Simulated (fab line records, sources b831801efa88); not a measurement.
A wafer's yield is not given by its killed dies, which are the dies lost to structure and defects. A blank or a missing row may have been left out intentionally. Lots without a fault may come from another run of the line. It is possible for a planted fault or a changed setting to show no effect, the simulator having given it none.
Which tool was responsible?	flow gf180mcu	13 lots, 39 wafers sampled, at 4 steps of a route of 602

WHAT THE GAUGES READ, wafer by wafer
GF_V2_THK_MEAS_01. Usual: V2_CVD_00_THK gives 601 nm (standard deviation 7.5).
lot	measured	on	V2_CVD_00_THK (nm)	flag
L545	day 19 02:29	film metro-02	591 579 586	
L548	day 20 09:05	film metro-04	595 614 608	
L550	day 21 05:16	film metro-03	602 604 603	
L551	day 21 12:41	film metro-03	594 599 606	
L552	day 21 21:07	film metro-04	599 604 605	
L554	day 22 11:17	film metro-02	604 599 602	
L555	day 22 23:37	film metro-04	596 595 597	
L557	day 23 14:49	film metro-02	608 603 604	
L558	day 23 21:08	film metro-02	607 605 603	
L560	day 24 14:39	film metro-03	610 602 617	
L561	day 24 18:47	film metro-04	608 598 597	
L562	day 25 04:04	film metro-02	595 608 608	
L568	day 27 02:26	film metro-03	606 608 609	

GF_V3_OVL_MEAS_15. Usual: V3_OVL gives 1 nm (standard deviation 4.8).
lot	measured	on	V3_OVL (nm)	flag
L545	day 22 06:41	overlay-01	-8 -8 -5	
L548	day 23 10:58	overlay-02	-3 -3 -5	
L550	day 24 06:54	overlay-02	0 1 2	
L551	day 24 13:26	overlay-02	-5 -1 -4	
L552	day 24 20:26	overlay-02	4 4 7	
L554	day 25 10:02	overlay-01	7 7 3	
L555	day 25 21:02	overlay-01	0 -1 -3	
L557	day 26 11:38	overlay-01	-2 6 3	
L558	day 26 18:04	overlay-01	4 4 -1	
L560	day 27 08:37	overlay-02	0 -1 -8	
L561	day 27 12:43	overlay-02	-1 0 0	
L562	day 27 21:02	overlay-02	1 2 0	
L568	day 29 16:48	overlay-02	16 10 10	

GF_MIM_THK_MEAS_06. Usual: MIM_CVD_05_THK gives 42.2 nm (standard deviation 0.54).
lot	measured	on	MIM_CVD_05_THK (nm)	flag
L545	day 24 08:53	film metro-02	42.6 43.1 42.5	
L548	day 25 10:56	film metro-01	42.1 41.2 42.2	
L550	day 26 06:02	film metro-01	41.4 42.3 42.7	
L551	day 26 12:35	film metro-03	41.9 43.0 42.4	
L552	day 26 19:52	film metro-02	41.9 41.4 42.2	
L554	day 27 07:58	film metro-03	42.0 42.4 42.1	
L555	day 27 18:50	film metro-01	42.3 43.0 43.3	
L557	day 28 08:56	film metro-03	41.5 41.7 42.2	
L558	day 28 15:44	film metro-01	42.0 41.3 42.7	
L560	day 29 04:55	film metro-01	41.8 64.0 65.1	OFF
L561	day 29 07:42	film metro-02	41.3 41.3 65.1	OFF
L562	day 29 16:29	film metro-02	42.5 43.5 42.0	
L568	day 31 10:04	film metro-02	41.2 43.0 41.8	

WHICH TOOL RAN EACH LOT (tool, then ch and the chambers of the sampled wafers, then the start)
lot	GF_MIM_CVD_05
L545	pecvd-04 ch 0,1, day 24 08:50
L548	pecvd-04 ch 0,2, day 25 10:53
L550	pecvd-04 ch 0,1,2, day 26 06:00
L551	pecvd-03 ch 0,2, day 26 12:33
L552	pecvd-02 ch 0,1, day 26 19:50
L554	pecvd-02 ch 0,1,2, day 27 07:56
L555	pecvd-03 ch 0,1,2, day 27 18:47
L557	pecvd-04 ch 0,2, day 28 08:54
L558	pecvd-04 ch 0,1,2, day 28 15:42
L560	pecvd-04 ch 0,1, day 29 04:53
L561	pecvd-04 ch 0,2, day 29 07:40
L562	pecvd-03 ch 1,2, day 29 16:26
L568	pecvd-03 ch 0,1, day 31 10:00
- GF_MIM_CVD_05: deposits Si3N4, target thk 42 nm, time 29.086 s.

WHAT THE TOOLS THEMSELVES READ (means of the sampled wafers that have a number; where no wafer has one, the mark that the record gives instead)
GF_MIM_CVD_05. Usual: heater power w at 605 W, with a standard deviation of 90.
lot	tool	heater power w (W)	flag
L545	pecvd-04	657	
L548	pecvd-04	544	
L550	pecvd-04	629	
L551	pecvd-03	588	
L552	pecvd-02	533	
L554	pecvd-02	510	
L555	pecvd-03	642	
L557	pecvd-04	594	
L558	pecvd-04	636	
L560	pecvd-04	556	
L561	pecvd-04	573	
L562	pecvd-03	614	
L568	pecvd-03	645	

THE ANSWER, worked out from the rows above alone
Rule: a lot counts as off when the mean over its wafers that have a number is more than 3 standard deviations away from the usual mean. Also off: a lot with no number at a reading for which 4 or more lots have one. All remaining lots with rows at the step are treated as sound. The gauges are gone through in route order, then the tools' own readings, and for those a lot's mean is taken as printed above. At the first step where some lot is off, the reading lying furthest off is the one used; lots without a number count as furthest.
Off: L560, L561, seen at GF_MIM_THK_MEAS_06 (MIM_CVD_05_THK).
If a tool, at a process step before that reading, ran all the lots that are off and no sound lot after the first of them, it fits. The gauges at GF_MIM_THK_MEAS_06 are tried like those tools. One fits: pecvd-04 at GF_MIM_CVD_05. Its last sound lot is L558 (day 28 15:42), its first lot that is off L560 (day 29 04:53): a fault that began between those two fits.

WHAT WAS PUT IN BY THE SIMULATOR
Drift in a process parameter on pecvd-04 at GF_MIM_CVD_05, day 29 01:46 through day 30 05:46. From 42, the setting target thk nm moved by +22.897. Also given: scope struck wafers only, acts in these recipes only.
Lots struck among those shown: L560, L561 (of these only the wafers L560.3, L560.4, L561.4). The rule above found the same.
